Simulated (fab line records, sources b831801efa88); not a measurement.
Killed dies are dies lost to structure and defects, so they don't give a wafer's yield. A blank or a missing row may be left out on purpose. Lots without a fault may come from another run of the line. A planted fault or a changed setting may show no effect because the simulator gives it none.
Problem report in the 8D (eight disciplines) form, filled by code | flow gf180mcu | the parts of the form that need people (team, actions taken, sign-off) are left out

1. THE PROBLEM
bias_w at GF_M5_METAL_ETCH_10 reads a mean of 157.6 W on 6 wafers of 2 lots; wafers without a fault read 140.1 W with a standard deviation of 0.44. That is +40 standard deviations from the usual mean.
The step: etches the open film in Cl2/BCl3, stops on SiO2, target depth 750.8 nm, time 125.1 s.
First seen on wafer L285.1, day 29 16:17, on rie_metal-02. The record holds 18 wafers of 6 lots with a number at this step. Rule for "out", or "out of limits": more than 4 standard deviations from the usual mean. The other wafers with a number count as sound.

2. WHAT IT IS AND WHAT IT IS NOT
question                    | is                     | is not
which readings at this step | bias_w                 | drypump_motor_current_A, throttle_valve_pct
which lots                  | L285, L290             | L275, L280, L288, L298
which wafers of those lots  | all that have a number | -
read on which tools         | rie_metal-02           | rie_metal-01, rie_metal-03
when                        | from day 29 16:17      | up to then (6 sound wafers); but 6 sound wafers of L288, L298 came after

3. SUSPECTS, AND WHAT RULES EACH OUT
Counting: a tool at a process step up to the reading stays a suspect if it ran every lot that is out and no sound lot after the first of them.
- rie_diel-01 at GF_M5_ETCH_09 (etches Si3N4 in CF4/O2, target depth 52 nm, time 11.6 s): kept. It ran every lot that is out, first L285 (day 29 16:16), and no sound lot after that; its last sound lot up to then is L280 (day 27 18:42).
- rie_metal-02 at GF_M5_METAL_ETCH_10 (etches the open film in Cl2/BCl3, stops on SiO2, target depth 750.8 nm, time 125.1 s): kept. It ran every lot that is out, first L285 (day 29 16:17), and no sound lot after that; its last sound lot up to then is L280 (day 27 18:44). Its own readings are out on those wafers: bias_w.
Left after counting: rie_diel-01 at GF_M5_ETCH_09, rie_metal-02 at GF_M5_METAL_ETCH_10.

4. THE CAUSE (what the simulator had put in)
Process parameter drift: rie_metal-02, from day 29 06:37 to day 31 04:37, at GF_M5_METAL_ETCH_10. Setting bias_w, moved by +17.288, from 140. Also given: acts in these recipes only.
Counting left 2 suspects, and this tool is among them.

5. THE CHAIN OF EFFECTS, in route order
Each row: a reading whose mean over the struck wafers that have a number lies more than 3 standard deviations from the usual. Only readings for which the record gives a usual standard deviation are gone through. hours: the time from each lot's start at the first step in this table that gives one to its start at this step, as a median over the lots. sigmas: the change in usual standard deviations.
hours | step                | reading | usual   | on struck wafers | change | sigmas
0     | GF_M5_METAL_ETCH_10 | bias_w  | 140.1 W | 157.6            | +17.5  | +40
The process steps in it:
- GF_M5_METAL_ETCH_10: etches the open film in Cl2/BCl3, stops on SiO2, target depth 750.8 nm, time 125.1 s.

6. WHAT WOULD HAVE CAUGHT IT SOONER
In this record the first reading out of limits was taken at day 29 16:17, 10 hours after the fault began at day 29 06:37.
